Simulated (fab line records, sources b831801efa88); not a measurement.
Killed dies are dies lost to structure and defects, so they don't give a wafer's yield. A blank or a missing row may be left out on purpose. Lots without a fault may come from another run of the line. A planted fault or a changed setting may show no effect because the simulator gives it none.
Chamber matching | flow sky130 | SKY_FIELD_ISO_CMP_27 on cmp-02: 4 sister chambers
The step polishes, stops on Si3N4, t overpolish 16 s, target thk 457.8 nm. 8 wafers are shown with their chamber, then 7 later ones without.

WAFERS WITH THEIR CHAMBER
wafer  | chamber | motor_current_A (A) | slurry_filter_dp_kPa (kPa)
L927.2 | 1       | 12.6                | 13.72
L939.1 | 0       | 12.7                | 13.58
L939.5 | 0       | 12.4                | 13.61
L940.1 | 2       | 12.9                | 13.58
L940.5 | 3       | 11.5                | 13.74
L940.6 | 2       | 12.4                | 13.56
L942.1 | 1       | 12.5                | 13.63
L942.3 | 3       | 11.5                | 13.34

WAFERS WITHOUT THEIR CHAMBER
wafer  | motor_current_A (A) | slurry_filter_dp_kPa (kPa)
L942.6 | 12.7                | 13.85
L943.4 | 12.7                | 13.39
L943.5 | 11.5                | 13.67
L943.6 | 12.4                | 13.38
L946.1 | 11.3                | 13.66
L946.4 | 11.7                | 13.43
L946.5 | 11.6                | 13.45

WHICH CHAMBER EACH WENT THROUGH
wafer  | from the rows above          | in truth
L942.6 | can't be placed: 1 or 0 or 2 | 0
L943.4 | can't be placed: 2 or 0 or 1 | 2
L943.5 | 3                            | 3
L943.6 | can't be placed: 0 or 2 or 1 | 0
L946.1 | 3                            | 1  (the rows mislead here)
L946.4 | 3                            | 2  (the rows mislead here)
L946.5 | 3                            | 3
Placed correctly: 2 of 7. Can't be placed from these rows: 3 (the true chamber is among the candidates in 3). Placed wrongly: 2.
How it was worked out, from the rows above alone: a wafer's distance from a chamber is the root of the sum, over the readings, of the square of ((its reading less the chamber's mean) divided by the reading's scatter). The wafer belongs to the nearest chamber; if the next one is less than 2 further off, it can't be placed. A chamber's mean is the mean of its shown wafers. The scatter: the root of (the sum of the squares of (reading less its chamber's mean) over the shown wafers, divided by (wafers less chambers)).
